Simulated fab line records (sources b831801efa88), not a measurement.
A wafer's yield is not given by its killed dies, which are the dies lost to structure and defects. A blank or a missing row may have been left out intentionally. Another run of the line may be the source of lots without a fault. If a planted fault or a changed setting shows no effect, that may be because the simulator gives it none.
Split-lot trial | flow gf180mcu | 5 lots, 23 wafers read, on a route of 602 steps

## SPLIT DETAILS
At GF_SAB_ETCH_11 (etches SiO2 in C4F8/O2/Ar, target depth 55 nm, time 8.5 s), the setting time s was moved away from the recipe's 8.5 s on 11 of the 23 wafers read, by -6.8% to +6.5%. This setting was run at the recipe's value on the other wafers.

The reading is taken at the split's own step.

## THE READING
SAB.feature depth nm (the simulator's own value, which no gauge read), in nm, at GF_SAB_ETCH_11 (etches SiO2 in C4F8/O2/Ar, target depth 55 nm, time 8.5 s). The file gives no usual value for it. Average 54.92 nm, standard deviation 0.64 nm, over the 12 wafers here run with the recipe.

wafer  | tool, chamber at the split | time s as run, s | against the recipe | SAB.feature depth nm, nm | against lot-mates on the recipe
L074.2 | rie diel-03, 1             | 7.918            | -6.8%              | 51.27                    | -3.65
L074.3 | rie diel-03, 0             | 7.918            | -6.8%              | 51.17                    | -3.75
L074.4 | rie diel-03, 2             | 8.5              | recipe             | 54.51                    | -
L074.5 | rie diel-03, 2             | 7.918            | -6.8%              | 51.1                     | -3.82
L074.6 | rie diel-03, 1             | 8.5              | recipe             | 55.34                    | -
L078.1 | rie diel-04, 1             | 8.839            | +4.0%              | 56.71                    | +1.26
L078.2 | rie diel-04, 0             | 8.839            | +4.0%              | 57.82                    | +2.37
L078.4 | rie diel-04, 2             | 8.5              | recipe             | 55.21                    | -
L078.5 | rie diel-04, 1             | 8.839            | +4.0%              | 56.4                     | +0.95
L078.6 | rie diel-04, 2             | 8.5              | recipe             | 55.7                     | -
L082.2 | rie diel-03, 1             | 8.5              | recipe             | 53.84                    | -
L082.3 | rie diel-03, 3             | 8.5              | recipe             | 54.02                    | -
L082.4 | rie diel-03, 0             | 8.5              | recipe             | 54.97                    | -
L084.1 | rie diel-04, 2             | 7.965            | -6.3%              | 52.2                     | -3.29
L084.2 | rie diel-04, 3             | 7.965            | -6.3%              | 51.34                    | -4.15
L084.3 | rie diel-04, 1             | 8.5              | recipe             | 55.26                    | -
L084.4 | rie diel-04, 0             | 8.5              | recipe             | 55.84                    | -
L084.6 | rie diel-04, 2             | 8.5              | recipe             | 55.37                    | -
L085.1 | rie diel-02, 3             | 9.053            | +6.5%              | 58.18                    | +3.71
L085.3 | rie diel-02, 2             | 9.053            | +6.5%              | 58.14                    | +3.67
L085.4 | rie diel-02, 2             | 9.053            | +6.5%              | 57.73                    | +3.26
L085.5 | rie diel-02, 3             | 8.5              | recipe             | 54.91                    | -
L085.6 | rie diel-02, 1             | 8.5              | recipe             | 54.02                    | -

FIT RESULTS
A straight line over all 23 wafers: SAB.feature depth nm changes by +0.511 nm for each +1% of time s; r = +0.97; the points scatter about the line by 0.57 nm.
The same after taking each lot's own level away (the mean of its wafers on the recipe; 23 wafers): +0.535 nm for each +1%; r = +0.98; scatter 0.46 nm.
Per that fit: largest time s move, reading shift of 3.7 nm.
The lots' own levels span 54.277 to 55.490 nm, that is 1.9 times the standard deviation above.
Hence the lot-to-lot level has little effect on the slope; both slopes agree.
Check: -3.8 nm against its lot-mates is what the line predicts for one of the wafers moved furthest among these (-6.8%) when that wafer is left out of the fit. Against them it came out at -3.65 nm.

## THE FILE'S OWN FIT
SAB.feature depth nm changes by +0.54 nm for each +1% of time s, r = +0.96.
